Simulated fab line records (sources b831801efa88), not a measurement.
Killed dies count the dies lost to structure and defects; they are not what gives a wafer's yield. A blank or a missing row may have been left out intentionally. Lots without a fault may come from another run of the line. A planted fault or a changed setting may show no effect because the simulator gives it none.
A sampling plan put to the test / flow sky130 / 15 faults told of in these records, all on one fab line, each judged by the records of the lots it struck
Plan = the line's own looks (route steps where a gauge or an inspection reads the wafer without altering it). A look can be judged if struck wafers have a number there and the file gives its usual mean and standard deviation on fault-free wafers. Caught: at a look after the fault's first step, the mean of the struck wafers lies 4 or more of those standard deviations (sigma) from the usual mean. On the tool: the test repeated on the tool's own readings taken at the fault's steps. It also counts as caught if the struck wafers ran another recipe or if their record alone is blank.

THE FAULTS, as the simulator had put them in
1. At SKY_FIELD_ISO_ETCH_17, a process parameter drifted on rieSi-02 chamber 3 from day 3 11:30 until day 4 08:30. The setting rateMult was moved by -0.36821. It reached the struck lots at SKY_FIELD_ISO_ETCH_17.
2. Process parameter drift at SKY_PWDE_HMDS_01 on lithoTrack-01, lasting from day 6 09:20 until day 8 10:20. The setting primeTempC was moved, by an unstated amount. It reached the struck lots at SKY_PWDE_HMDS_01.
3. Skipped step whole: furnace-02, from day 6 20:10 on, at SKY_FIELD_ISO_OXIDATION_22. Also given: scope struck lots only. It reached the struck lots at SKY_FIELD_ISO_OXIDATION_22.
4. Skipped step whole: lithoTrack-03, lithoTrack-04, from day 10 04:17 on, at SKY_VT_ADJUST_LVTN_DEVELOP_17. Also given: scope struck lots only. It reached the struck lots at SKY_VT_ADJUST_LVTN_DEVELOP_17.
5. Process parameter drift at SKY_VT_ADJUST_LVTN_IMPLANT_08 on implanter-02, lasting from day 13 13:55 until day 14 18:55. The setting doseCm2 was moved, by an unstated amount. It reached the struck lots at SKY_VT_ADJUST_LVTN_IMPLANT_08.
6. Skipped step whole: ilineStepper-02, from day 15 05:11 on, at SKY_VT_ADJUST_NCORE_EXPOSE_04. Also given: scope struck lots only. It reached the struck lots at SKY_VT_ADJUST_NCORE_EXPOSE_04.
7. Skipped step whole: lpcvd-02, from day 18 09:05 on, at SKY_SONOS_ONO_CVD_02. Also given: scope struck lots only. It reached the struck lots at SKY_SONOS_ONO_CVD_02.
8. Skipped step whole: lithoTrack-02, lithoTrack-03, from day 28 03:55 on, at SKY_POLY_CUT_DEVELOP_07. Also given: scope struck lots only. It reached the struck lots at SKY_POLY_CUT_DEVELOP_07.
9. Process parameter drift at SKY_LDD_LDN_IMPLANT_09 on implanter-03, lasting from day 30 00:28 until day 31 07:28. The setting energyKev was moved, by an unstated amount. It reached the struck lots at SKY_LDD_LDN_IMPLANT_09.
10. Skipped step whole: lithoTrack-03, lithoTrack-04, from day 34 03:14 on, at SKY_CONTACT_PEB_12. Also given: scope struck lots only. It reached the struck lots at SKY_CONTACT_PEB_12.
11. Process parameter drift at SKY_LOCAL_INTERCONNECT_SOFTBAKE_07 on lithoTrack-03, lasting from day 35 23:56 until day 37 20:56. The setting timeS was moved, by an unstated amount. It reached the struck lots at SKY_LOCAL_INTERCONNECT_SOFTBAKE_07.
12. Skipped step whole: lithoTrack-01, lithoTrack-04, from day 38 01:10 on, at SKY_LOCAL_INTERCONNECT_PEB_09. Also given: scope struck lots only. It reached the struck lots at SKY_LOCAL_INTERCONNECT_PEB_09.
13. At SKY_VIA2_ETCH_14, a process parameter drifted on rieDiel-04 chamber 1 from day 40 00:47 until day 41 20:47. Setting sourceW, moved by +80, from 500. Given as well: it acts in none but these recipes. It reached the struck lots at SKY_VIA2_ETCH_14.
14. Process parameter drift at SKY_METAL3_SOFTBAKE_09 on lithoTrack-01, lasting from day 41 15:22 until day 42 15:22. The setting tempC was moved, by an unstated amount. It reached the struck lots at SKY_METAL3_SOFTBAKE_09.
15. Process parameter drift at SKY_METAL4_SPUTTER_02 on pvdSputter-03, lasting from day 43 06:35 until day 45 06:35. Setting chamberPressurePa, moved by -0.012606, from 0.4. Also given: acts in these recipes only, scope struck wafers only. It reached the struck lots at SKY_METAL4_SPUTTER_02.

WHAT THE PLAN SAW
fault=1; on the tool itself=oesProductAu -25 sigma; first look that catches it=not the one look that can be judged after it; reading, sigma=-; median hours from its first step to that look=-; hours from the fault's start to the first struck lot there=-; judged looks passed uncaught=1
fault=2; on the tool itself=primeTempC -14 sigma; first look that catches it=none of the 2 looks that can be judged after it; reading, sigma=-; median hours from its first step to that look=-; hours from the fault's start to the first struck lot there=-; judged looks passed uncaught=2
fault=3; on the tool itself=the tool's record is blank for the struck wafers; first look that catches it=no look after it can be judged; reading, sigma=-; median hours from its first step to that look=-; hours from the fault's start to the first struck lot there=-; judged looks passed uncaught=0
fault=4; on the tool itself=the tool's record is blank for the struck wafers; first look that catches it=no look after it can be judged; reading, sigma=-; median hours from its first step to that look=-; hours from the fault's start to the first struck lot there=-; judged looks passed uncaught=0
fault=5; on the tool itself=doseIonsCm2 -41 sigma; first look that catches it=no look after it can be judged; reading, sigma=-; median hours from its first step to that look=-; hours from the fault's start to the first struck lot there=-; judged looks passed uncaught=0
fault=6; on the tool itself=no reading that can be judged; first look that catches it=no look after it can be judged; reading, sigma=-; median hours from its first step to that look=-; hours from the fault's start to the first struck lot there=-; judged looks passed uncaught=0
fault=7; on the tool itself=the tool's record is blank for the struck wafers; first look that catches it=no look after it can be judged; reading, sigma=-; median hours from its first step to that look=-; hours from the fault's start to the first struck lot there=-; judged looks passed uncaught=0
fault=8; on the tool itself=the tool's record is blank for the struck wafers; first look that catches it=no look after it can be judged; reading, sigma=-; median hours from its first step to that look=-; hours from the fault's start to the first struck lot there=-; judged looks passed uncaught=0
fault=9; on the tool itself=beamEnergyKeV +99 or beyond sigma; first look that catches it=not the one look that can be judged after it; reading, sigma=-; median hours from its first step to that look=-; hours from the fault's start to the first struck lot there=-; judged looks passed uncaught=1
fault=10; on the tool itself=no reading that can be judged; first look that catches it=no look after it can be judged; reading, sigma=-; median hours from its first step to that look=-; hours from the fault's start to the first struck lot there=-; judged looks passed uncaught=0
fault=11; on the tool itself=runLengthS -13 sigma; first look that catches it=no look after it can be judged; reading, sigma=-; median hours from its first step to that look=-; hours from the fault's start to the first struck lot there=-; judged looks passed uncaught=0
fault=12; on the tool itself=no reading that can be judged; first look that catches it=no look after it can be judged; reading, sigma=-; median hours from its first step to that look=-; hours from the fault's start to the first struck lot there=-; judged looks passed uncaught=0
fault=13; on the tool itself=rfFwdPowerW +32 sigma; first look that catches it=no look after it can be judged; reading, sigma=-; median hours from its first step to that look=-; hours from the fault's start to the first struck lot there=-; judged looks passed uncaught=0
fault=14; on the tool itself=plateTempC +22 sigma; first look that catches it=no look after it can be judged; reading, sigma=-; median hours from its first step to that look=-; hours from the fault's start to the first struck lot there=-; judged looks passed uncaught=0
fault=15; on the tool itself=chamberPressurePa -17 sigma; first look that catches it=no look after it can be judged; reading, sigma=-; median hours from its first step to that look=-; hours from the fault's start to the first struck lot there=-; judged looks passed uncaught=0
Dash: fault not caught, or number not given in these records.

Caught at a look: 0 of 15. Caught on the tool: 12 of 15. By one or the other: 12 of 15.
Faults caught by the tool alone: 1, 2, 3, 4, 5, 7, 8, 9, 11, 13, 14, 15.
Caught by neither: faults 6, 10, 12.
